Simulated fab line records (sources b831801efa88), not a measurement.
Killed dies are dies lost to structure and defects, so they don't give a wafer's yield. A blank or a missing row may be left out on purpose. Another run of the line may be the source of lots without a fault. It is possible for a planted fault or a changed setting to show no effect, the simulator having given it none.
fab line records	flow gf180mcu
record lots=13	wafers=39	last_day=33
route steps=602 shown STI@3 HV_LDD@199
lots that met no fault: taken from a fault-free run of the same line
start_h: start of the lot's first displayed wafer, in hours after the record's first day	wait_h: how many hours have passed since the lot's step before this one	" as in the row above	L1.1+2: several wafers, shown together as one row	- either no value or no given start	* or withheld: withheld	< > ~ a bound
route shown NAME@n: a module of which the file shows steps, and the number in the route of the first	usual: the fault-free wafers' mean and standard deviation	same: alike in all rows	chamber/n: place in a boat	sites: each site's reading	_std_site: standard deviation of those values	_edge_site: the outer-site mean with the inner-site mean subtracted	radius_mm: for every site, how far away it sits from the centre of the wafer	mask NAME#n: copy n	behind: the most recent tool/chamber to have shaped the wafer	hold: why the lot went on hold/how many hours it stayed there/how the hold came to an end	device: whichever transistor did not switch (one of n, p or np)	end of line: at the end of the route, the tests of the same wafers	step lacking rows: just its recipe	killed: count of dies lost to structure and defects at first sort (not the wafer's yield)	map: shows each die of a wafer: x if killed, . if not, _ if none is there
set.NAME: the run value of the setting; set.NAME@STEP: its run value at that earlier step	model.NAME: the simulator's own value behind a step, which no gauge read
one table for each step of the route and one row for each wafer, over a sample of lots
services: a tool's chamber out of use, with start hour (start_h, from the record's first day; less than 0 if before it), hours out, and reason
## steps
# step GF_STI_THK_MEAS_02
# recipe reads=SiO2_of_STI_OXIDATION_01
# usual STI_OXIDATION_THK=10.00/0.18
lot.wafer	tool	chamber	start_h	wait_h	STI_OXIDATION_THK[nm]
L268.1	film_metro-01	-	12.15	0.0	9.94
L268.4	"	-	"	"	9.90
L268.6	"	-	"	"	10.02
L270.3	film_metro-04	-	21.53	0.0	10.02
L270.4	"	-	"	"	10.10
L270.5	"	-	"	"	10.18
L271.1	film_metro-04	-	27.33	0.0	10.15
L271.3	"	-	"	"	10.10
L271.6	"	-	"	"	10.07
L272.2	film_metro-03	-	31.52	0.0	10.06
L272.3	"	-	"	"	9.98
L272.6	"	-	"	"	9.86
L273.2	film_metro-01	-	36.66	0.0	10.03
L273.3	"	-	"	"	9.73
L273.6	"	-	"	"	9.93
L274.1	film_metro-03	-	42.84	0.0	9.98
L274.2	"	-	"	"	9.82
L274.5	"	-	"	"	9.64
L275.3	film_metro-01	-	46.53	0.0	10.00
L275.4	"	-	"	"	9.92
L275.5	"	-	"	"	9.93
L276.2	film_metro-04	-	54.44	0.0	9.92
L276.3	"	-	"	"	10.01
L276.4	"	-	"	"	9.97
L279.1	film_metro-01	-	67.61	0.0	9.91
L279.2	"	-	"	"	9.91
L279.6	"	-	"	"	9.74
L282.1	film_metro-03	-	82.91	0.0	9.95
L282.2	"	-	"	"	9.74
L282.5	"	-	"	"	9.91
L284.2	film_metro-01	-	91.52	0.0	10.18
L284.3	"	-	"	"	10.16
L284.6	"	-	"	"	10.11
L286.1	film_metro-04	-	101.51	0.0	10.22
L286.3	"	-	"	"	10.31
L286.4	"	-	"	"	10.23
L287.1	film_metro-04	-	106.73	0.0	9.94
L287.3	"	-	"	"	9.99
L287.5	"	-	"	"	10.01
# step GF_STI_CVD_23
# recipe material=SiO2	target_thk_nm=650	sigma_open_frac=0.3	time_s=108.3	temp_c=600	sih4_flow_sccm=60	pressure_mtorr=6
lot.wafer	tool	chamber	start_h	wait_h
L268.1+4+6	hdpcvd-02	0,0,1	29.11	0.1
L270.3+4+5	hdpcvd-02	2,0,2	38.59	0.0
L271.1+3+6	hdpcvd-01	1,2,2	44.03	0.1
L272.2+3+6	hdpcvd-01	2,1,1	49.01	0.0
L273.2+3+6	hdpcvd-01	0,1,0	56.87	0.0
L274.1+2+5	hdpcvd-02	0,1,2	62.30	0.1
L275.3+4+5	hdpcvd-02	2,2,1	64.88	0.0
L276.2+3+4	hdpcvd-01	2,0,0	71.07	0.0
L279.1+2+6	hdpcvd-01	2,1,0	85.55	0.1
L282.1+2+5	hdpcvd-02	2,0,0	100.89	0.1
L284.2+3+6	hdpcvd-02	2,1,2	109.29	0.0
L286.1+3+4	hdpcvd-02	1,2,2	119.62	0.1
L287.1+3+5	hdpcvd-01	0,2,0	125.88	0.1
# step GF_STI_THK_MEAS_24
# recipe reads=SiO2_of_STI_CVD_23
# usual STI_CVD_23_THK=648/5.2
lot.wafer	tool	chamber	start_h	wait_h	STI_CVD_23_THK[nm]
L268.1	film_metro-03	-	29.19	0.0	648
L268.4	"	-	"	"	640
L268.6	"	-	"	"	650
L270.3	film_metro-04	-	38.68	0.1	642
L270.4	"	-	"	"	647
L270.5	"	-	"	"	652
L271.1	film_metro-04	-	44.11	0.0	647
L271.3	"	-	"	"	647
L271.6	"	-	"	"	648
L272.2	film_metro-04	-	49.09	0.0	644
L272.3	"	-	"	"	647
L272.6	"	-	"	"	650
L273.2	film_metro-04	-	56.95	0.0	647
L273.3	"	-	"	"	649
L273.6	"	-	"	"	642
L274.1	film_metro-03	-	62.37	0.0	646
L274.2	"	-	"	"	642
L274.5	"	-	"	"	637
L275.3	film_metro-03	-	64.98	0.1	639
L275.4	"	-	"	"	639
L275.5	"	-	"	"	645
L276.2	film_metro-03	-	71.15	0.0	650
L276.3	"	-	"	"	634
L276.4	"	-	"	"	650
L279.1	film_metro-04	-	85.62	0.0	651
L279.2	"	-	"	"	656
L279.6	"	-	"	"	647
L282.1	film_metro-01	-	100.97	0.0	642
L282.2	"	-	"	"	650
L282.5	"	-	"	"	646
L284.2	film_metro-01	-	109.37	0.0	641
L284.3	"	-	"	"	585
L284.6	"	-	"	"	640
L286.1	film_metro-03	-	119.69	0.0	594
L286.3	"	-	"	"	584
L286.4	"	-	"	"	646
L287.1	film_metro-04	-	125.96	0.0	645
L287.3	"	-	"	"	655
L287.5	"	-	"	"	654
# step GF_STI_CMP_25
# recipe stop_on=Si3N4	t_overpolish_s=31.66	down_force_psi=4	platen_rpm=60	target_thk_nm=524.6	pad_velocity_m_s=0.94248
# usual motor_current_A=12.7/0.7	retaining_ring_pressure_frac=1.001/0.0049	time_to_endpoint_s=123.1/2.9
lot.wafer	tool	chamber	start_h	wait_h	motor_current_A	retaining_ring_pressure_frac	time_to_endpoint_s
L268.1	cmp-01	2	29.35	0.1	11.2	1.005	121.8
L268.4	"	3	"	"	11.3	0.990	119.8
L268.6	"	1	"	"	12.3	1.000	121.3
L270.4	cmp-02	1	38.72	0.0	13.7	1.000	124.6
L270.3	"	2	"	"	12.8	1.009	123.6
L270.5	"	2	"	"	13.6	1.010	126.1
L271.1	cmp-01	0	44.27	0.1	13.2	1.006	123.7
L271.3	"	1	"	"	12.2	0.993	121.1
L271.6	"	2	"	"	12.2	0.997	120.9
L272.3	cmp-02	3	49.19	0.1	11.8	1.001	119.7
L272.2	"	1	"	"	12.9	0.997	122.3
L272.6	"	3	"	"	12.4	0.997	120.8
L273.3	cmp-02	0	57.00	0.0	12.0	0.992	123.2
L273.2	"	3	"	"	13.3	0.998	120.2
L273.6	"	1	"	"	13.1	1.004	121.2
L274.1	cmp-02	3	62.80	0.4	12.1	0.995	121.5
L274.2	"	2	"	"	13.1	1.008	127.3
L274.5	"	0	"	"	12.2	1.001	122.5
L275.3	cmp-02	0	65.04	0.0	12.4	1.001	124.2
L275.4	"	1	"	"	14.1	0.998	125.3
L275.5	"	0	"	"	12.6	0.995	119.4
L276.2	cmp-02	2	73.65	2.5	12.9	1.004	121.4
L276.4	"	3	"	"	12.7	1.002	120.2
L276.3	"	0	"	"	12.2	1.006	115.0
L279.1	cmp-02	2	86.07	0.4	13.3	1.006	120.8
L279.2	"	3	"	"	12.6	1.000	123.6
L279.6	"	0	"	"	13.1	0.991	122.5
L282.2	cmp-02	2	101.03	0.0	13.0	1.003	125.1
L282.1	"	1	"	"	12.8	0.998	120.3
L282.5	"	2	"	"	13.4	1.003	124.5
L284.3	cmp-02	0	109.52	0.1	12.1	0.999	110.4
L284.2	"	1	"	"	13.6	0.996	122.5
L284.6	"	2	"	"	13.0	0.994	123.5
L286.3	cmp-02	2	120.10	0.4	13.4	0.997	113.7
L286.4	"	3	"	"	11.9	1.002	121.2
L286.1	"	0	"	"	12.5	1.003	115.5
L287.1	cmp-01	0	126.25	0.3	13.4	1.007	125.1
L287.3	"	1	"	"	11.6	1.000	123.7
L287.5	"	1	"	"	12.3	0.996	124.7
# step GF_STI_THK_MEAS_30
# recipe reads=SiO2_of_STI_OXIDATION_29
# usual STI_OXIDATION_02_THK=9.98/0.19
lot.wafer	tool	chamber	start_h	wait_h	STI_OXIDATION_02_THK[nm]
L268.1	film_metro-04	-	31.58	0.0	9.94
L268.4	"	-	"	"	9.81
L268.6	"	-	"	"	9.97
L270.3	film_metro-01	-	41.14	0.0	10.12
L270.4	"	-	"	"	9.96
L270.5	"	-	"	"	10.12
L271.1	film_metro-04	-	47.82	0.0	10.16
L271.3	"	-	"	"	10.25
L271.6	"	-	"	"	10.38
L272.2	film_metro-04	-	53.05	0.0	9.68
L272.3	"	-	"	"	9.82
L272.6	"	-	"	"	9.76
L273.2	film_metro-03	-	62.15	0.0	10.12
L273.3	"	-	"	"	9.83
L273.6	"	-	"	"	9.71
L274.1	film_metro-04	-	66.22	0.0	9.84
L274.2	"	-	"	"	9.80
L274.5	"	-	"	"	9.89
L275.3	film_metro-04	-	68.04	0.0	9.77
L275.4	"	-	"	"	9.78
L275.5	"	-	"	"	9.76
L276.2	film_metro-01	-	75.95	0.0	9.86
L276.3	"	-	"	"	9.86
L276.4	"	-	"	"	9.82
L279.1	film_metro-01	-	88.36	0.0	10.44
L279.2	"	-	"	"	10.39
L279.6	"	-	"	"	10.36
L282.1	film_metro-04	-	103.67	0.0	10.19
L282.2	"	-	"	"	10.17
L282.5	"	-	"	"	9.98
L284.2	film_metro-03	-	111.72	0.0	9.80
L284.3	"	-	"	"	10.11
L284.6	"	-	"	"	9.85
L286.1	film_metro-01	-	122.39	0.0	9.97
L286.3	"	-	"	"	10.08
L286.4	"	-	"	"	9.90
L287.1	film_metro-04	-	128.54	0.0	9.84
L287.3	"	-	"	"	9.83
L287.5	"	-	"	"	9.93
# step GF_HV_LDD_TW_MEAS_23
# usual HV_LDD_2_TW=1052/21
lot.wafer	tool	chamber	start_h	wait_h	HV_LDD_2_TW
L268.1	film_metro-02	-	231.65	0.1	1081
L268.4	"	-	"	"	1077
L268.6	"	-	"	"	1075
L270.3	film_metro-01	-	245.83	0.1	1045
L270.4	"	-	"	"	1041
L270.5	"	-	"	"	1035
L271.1	film_metro-02	-	257.78	0.1	1071
L271.3	"	-	"	"	1065
L271.6	"	-	"	"	1064
L272.2	film_metro-02	-	267.60	0.1	1070
L272.3	"	-	"	"	1076
L272.6	"	-	"	"	1072
L273.2	film_metro-01	-	278.47	0.1	1043
L273.3	"	-	"	"	1042
L273.6	"	-	"	"	1041
L274.1	film_metro-01	-	284.66	0.1	1047
L274.2	"	-	"	"	1045
L274.5	"	-	"	"	1042
L275.3	film_metro-03	-	290.08	0.1	1028
L275.4	"	-	"	"	1030
L275.5	"	-	"	"	1030
L276.2	film_metro-02	-	303.97	0.1	1076
L276.3	"	-	"	"	1073
L276.4	"	-	"	"	1075
L279.1	film_metro-03	-	318.26	0.1	1032
L279.2	"	-	"	"	1036
L279.6	"	-	"	"	1032
L282.1	film_metro-03	-	343.53	0.1	1028
L282.2	"	-	"	"	1031
L282.5	"	-	"	"	1029
L284.2	film_metro-02	-	355.44	0.1	1082
L284.3	"	-	"	"	1074
L284.6	"	-	"	"	1073
L286.1	film_metro-02	-	368.78	0.1	1077
L286.3	"	-	"	"	1077
L286.4	"	-	"	"	1076
L287.1	film_metro-03	-	378.73	0.1	1033
L287.3	"	-	"	"	1032
L287.5	"	-	"	"	1036
## services
tool	chamber	start_h	hours	kind
cmp-02	-	10.39	0.3	repair
cmp-02	-	28.96	4.1	repair
hdpcvd-02	2	44.16	4.5	repair
cmp-01	-	59.61	25.4	repair
cmp-01	-	61.80	1.0	repair
cmp-01	-	62.49	2.1	repair
cmp-02	-	70.81	2.8	repair
cmp-01	-	85.03	4.0	pm
cmp-01	-	89.03	-	consumable_replace:conditioner
cmp-01	-	89.03	-	consumable_replace:pad
cmp-02	-	97.34	1.9	repair
cmp-01	-	100.09	10.3	pm
cmp-01	-	116.35	2.2	repair
cmp-01	-	118.50	6.8	pm
cmp-02	-	125.31	11.3	pm
## key
first_sign step=GF_STI_THK_MEAS_24	reading=STI_CVD_23_THK	direction=down	sigmas=12	usual=648	struck=588
effect step=GF_STI_CMP_25	reading=time_to_endpoint_s	direction=down	sigmas=3.4	usual=*	struck=*
met_at GF_STI_CVD_23
struck_lots L284,L286
struck_wafers L284.3,L286.1,L286.3
tester_left_out L284,L286
not_acting_at GF_STI_THK_MEAS_02,GF_STI_THK_MEAS_30,GF_HV_LDD_TW_MEAS_23
onset_between 100.89 109.29
fault kind=process_parameter_drift	tool=hdpcvd-02	chamber=-	onset_h=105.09	steps=GF_STI_CVD_23	channel=target_thk_nm	offset=-58.966	shape=step	end_h=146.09	scope=struck_wafers_only	acts_in=these_recipes_only	stated=650
# tester_left_out: of these lots the tester's yield and bins aren't shown, on N5 and GAA mostly nor the transistor test; their killed dies are dies lost to structure and defects alone, not to doping, threshold or leakage, so they don't give the yield
